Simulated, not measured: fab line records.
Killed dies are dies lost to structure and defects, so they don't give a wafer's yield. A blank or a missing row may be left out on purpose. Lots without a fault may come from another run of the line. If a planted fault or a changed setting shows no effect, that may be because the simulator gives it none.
Struck lot and sound lot, side by side | flow gf180mcu | 17 steps out of a route of 602
Sound: these wafers, L633.1, L633.4, L633.5. Struck: wafer L639.3 (L639.4, L639.6, from the same lot, were not struck and are left out); the cause is given at the end.
Order at every step that has rows: each side's tool, ch and its chambers, its first start. Under that, the readings that differ: sound wafers | struck wafers | difference of the means | sigmas: that difference in standard deviations of wafers without a fault.
alike: same words and numbers on both sides, and readings whose means sit less than 2 such deviations apart. not compared: any withheld reading, any reading some wafer has no value for, any bound like >300 that may hide the same value, and any number with overlapping values for which the record gives no deviation.
The two part at a step that has a row with sigmas, a row that says differs or no value, or rows on one side only. When numbers do not overlap yet have no deviation, they are printed without sigmas and do not part them. A reading missing from all wafers of one side parts the sides only when that side holds two or more wafers.

first, 3 steps without rows for these wafers: GF_V5_EXPOSE_11 (exposes mask Via5, target cd 260 nm); GF_V5_PEB_12 (peb time 90 s); GF_V5_DEVELOP_13 (develop time 60 s).
GF_V5_CD_MEAS_14 targets a cd of 260 nm.
  sound on cdSem-02 at day 28 01:30; struck on cdSem-02 at day 30 00:50
  alike: cdNm
GF_V5_OVL_MEAS_15:
  sound on overlay-02 at day 28 01:37; struck on overlay-02 at day 30 00:56
  alike: V5_OVL
then, 1 step without rows for these wafers: GF_V5_ETCH_16 (etches BARC in N2/H2).
GF_V5_ETCH_17: etches SiO2 in C4F8/O2/Ar, stops on TiN, target depth 855 nm.
  sound on rieDiel-02 ch 1,2,3; struck on rieDiel-01 ch 3
  alike: oesProductAu
GF_V5_STRIP_18: strips in O2/N2.
  sound on plasmaAsher-03 ch 0,1, day 28 01:49; struck on plasmaAsher-03 ch 0, day 30 01:08
  alike: drypumpMotorCurrentA, heaterPowerW, oesProductAu
  not compared: rfHoursCounterH
then, 2 steps without rows for these wafers: GF_V5_STRIP_19 (strips in post etch residue remover, time 1200 s); GF_V5_CLEAN_20 (cleans in DIW).
GF_V5_SPUTTER_21: material Ti, target thk 15 nm, time 80.02 s.
  sound on pvdSputter-03 at day 28 02:20; struck on pvdSputter-03 at day 30 01:45
  alike: substrateTempC, throttleValvePct
GF_V5_SPUTTER_22: material TiN, target thk 10 nm, time 40 s.
  sound on pvdSputter-03 at day 28 02:24; struck on pvdSputter-03 at day 30 01:49
  alike: throttleValvePct
GF_V5_CVD_23: deposits W, target thk 350 nm, time 104.9 s.
  sound on cvdW-01 ch 0,1, day 28 02:26; struck on cvdW-02 ch 0, day 30 01:53
reading                         | sound             | struck | difference | sigmas
model.W_of_V5_CVD_23.thkNm (nm) | 344.8 344.3 349.4 | 622.5  | +276.3     | 
  alike: heaterPowerW
  not compared: sinceWetCleanH
GF_V5_RS_MEAS_24: uses a four-point probe to measure.
  sound on filmMetro-03 at day 28 02:36; struck on filmMetro-02 at day 30 02:00
reading          | sound             | struck | difference | sigmas
V5_W_RS (ohm/sq) | 0.332 0.332 0.328 | 0.183  | -0.148     | -40
GF_V5_THK_MEAS_25: measures by xrf.
  sound on filmMetro-03 at day 28 02:43; struck on filmMetro-02 at day 30 02:06
  not compared: V5_W_THK
GF_V5_CMP_26: polishes, stops on SiO2, t overpolish 15 s, target thk 0 nm.
  sound on cmp-02 ch 0,1,2, day 28 02:50; struck on cmp-01 ch 3, day 30 02:11
reading             | sound    | struck | difference | sigmas
timeToEndpointS (s) | 77 79 80 | 149    | +70        | +17
  alike: motorCurrentA
GF_TOP_METAL_SPUTTER_00: material Ti, target thk 37.5 nm, time 150 s.
  sound on pvdSputter-03 at day 28 03:05; struck on pvdSputter-02 at day 30 02:26
  alike: substrateTempC, throttleValvePct

== WHERE THEY PART ==
At GF_V5_RS_MEAS_24 first; at GF_V5_CMP_26 last (within this record only). Later steps at which nothing parts them and some readings are alike: GF_TOP_METAL_SPUTTER_00.

WHY: what the simulator had put in
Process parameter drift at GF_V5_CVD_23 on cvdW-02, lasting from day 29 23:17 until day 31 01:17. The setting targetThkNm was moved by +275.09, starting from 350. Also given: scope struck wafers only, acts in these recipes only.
